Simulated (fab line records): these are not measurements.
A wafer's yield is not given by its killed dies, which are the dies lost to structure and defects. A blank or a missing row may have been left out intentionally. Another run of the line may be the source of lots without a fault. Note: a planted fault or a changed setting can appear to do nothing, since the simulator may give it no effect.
Comparing a struck lot with a sound one -- flow sky130 -- 23 out of 708 route steps
Sound: these wafers, L468.1, L468.4, L468.6. Struck: wafers L472.2, L472.3, L472.4. At the end, the cause is stated.
Per side, at each step with rows, come the tool, then ch with its chambers, and then its first start. Under that, the readings that differ: sound wafers -- struck wafers -- difference of the means -- sigmas: that difference in standard deviations of wafers without a fault.
alike: words and numbers the same on both sides, and readings whose means are apart by under 2 such deviations; not compared: readings that were withheld, readings missing a value for some wafer, numbers with overlapping values and no deviation given by the record, and bounds like >300 which may hide the same value.
A row with sigmas, a row that says differs or no value, or rows on one side alone: a step with any of these is where the two part. Numbers that don't overlap but have no deviation are shown without sigmas and don't part them. A reading missing from all wafers of one side parts the sides only when that side holds two or more wafers.

first, 6 steps without rows for these wafers: SKY_METAL5_HMDS_08 (prime time 60 s); SKY_METAL5_COAT_09 (resist thk 1800 nm); SKY_METAL5_SOFTBAKE_10 (time 60 s); SKY_METAL5_EXPOSE_11 (exposes mask MM5, target cd 1600 nm); SKY_METAL5_PEB_12; SKY_METAL5_DEVELOP_13 (develop time 60 s).
SKY_METAL5_DESCUM_14: chemistry O2, time 11 s.
  sound on rie-metal-01 ch 0,1, day 46 07:59; struck on rie-metal-01 ch 0,1, day 47 12:44
  alike: chamber-pressure-mTorr, drypump-motor-current-A, oes-product-au
  not compared: rf-hours-counter-h
SKY_METAL5_METAL_ETCH_15: etches the open film in Cl2/BCl3, stops on SiO2, target depth 1260 nm, time 252 s.
  sound on rie-metal-01 ch 0,1, day 46 08:01; struck on rie-metal-01 ch 0,1, day 47 12:46
  alike: bias-w, chamber-pressure-mTorr, drypump-motor-current-A, oes-product-au, throttle-valve-pct
  not compared: rf-hours-counter-h
SKY_METAL5_STRIP_16: strips in O2/N2.
  sound on plasma-asher-01 ch 0,1, day 46 08:16; struck on plasma-asher-02 ch 0,1, day 47 13:01
reading,sound,struck,difference,sigmas
strip-time-to-endpoint-s (s),13.05 13.18 13.11,12.94 12.93 12.88,-0.20,-2
  alike: chamber-pressure-mTorr, drypump-motor-current-A, oes-product-au
  not compared: rf-hours-counter-h
then, 3 steps without rows for these wafers: SKY_METAL5_STRIP_17 (strips in post etch residue remover, time 1200 s); SKY_METAL5_CLEAN_18 (cleans in IPA, time 180 s); SKY_METAL5_CLEAN_19 (cleans in O3/DIW).
SKY_PASSIVATION_CVD_00: deposits SiO2, target thk 90 nm.
  sound on pecvd-02 ch 0,1,2, day 46 08:57; struck on pecvd-01 ch 0,2, day 47 13:40
  no value came back on the struck wafers for heater-power-outer-w (W), heater-power-w (W); on the sound wafers heater-power-outer-w (W) reads 420 449 514
SKY_PASSIVATION_CVD_02: deposits Si3N4, target thk 540 nm.
  sound on pecvd-04 ch 0,1,2, day 46 09:02; struck on pecvd-02 ch 0,1, day 47 13:44
  alike: heater-power-outer-w, heater-power-w
then, 7 steps without rows for these wafers: SKY_PASSIVATION_DEHYDRATE_04 (time 60 s); SKY_PASSIVATION_HMDS_05 (prime time 60 s); SKY_PASSIVATION_COAT_06 (resist thk 3000 nm); SKY_PASSIVATION_SOFTBAKE_07; SKY_PASSIVATION_EXPOSE_08 (exposes mask NSM, target cd 3000 nm); SKY_PASSIVATION_PEB_09; SKY_PASSIVATION_DEVELOP_10 (develop time 60 s).
SKY_PASSIVATION_ETCH_11: etches the open film in CF4/O2, stops on AlCu, target depth 725 nm, time 161.1 s.
  sound on rie-diel-01 ch 1,2, day 47 05:44; struck on rie-diel-01 ch 2,3, day 48 09:05
reading,sound,struck,difference,sigmas
model.etch.depth-nm (nm),701.5 707.2 704.3,722.4 718.6 719.3,+15.8,
model.PASSIVATION.feature-depth-nm (nm),701.5 707.2 704.3,722.4 718.6 719.3,+15.8,
  alike: bias-w, chamber-pressure-mTorr, drypump-motor-current-A, oes-product-au, throttle-valve-pct
  not compared: rf-hours-counter-h
SKY_PASSIVATION_STRIP_12: strips in O2/N2.
  sound on plasma-asher-04 ch 0,1, day 47 05:51; struck on plasma-asher-04 ch 0,1, day 48 09:15
reading,sound,struck,difference,sigmas
chamber-pressure-mTorr (mTorr),1499.3 1500.1 1497.7,1502.7 1500.6 1501.7,+2.6,+2
  alike: drypump-motor-current-A, oes-product-au, strip-time-to-endpoint-s
  not compared: rf-hours-counter-h

## WHERE THEY PART
First at SKY_METAL5_STRIP_16; last, within this record, at SKY_PASSIVATION_STRIP_12.

WHY: what had been put in by the simulator
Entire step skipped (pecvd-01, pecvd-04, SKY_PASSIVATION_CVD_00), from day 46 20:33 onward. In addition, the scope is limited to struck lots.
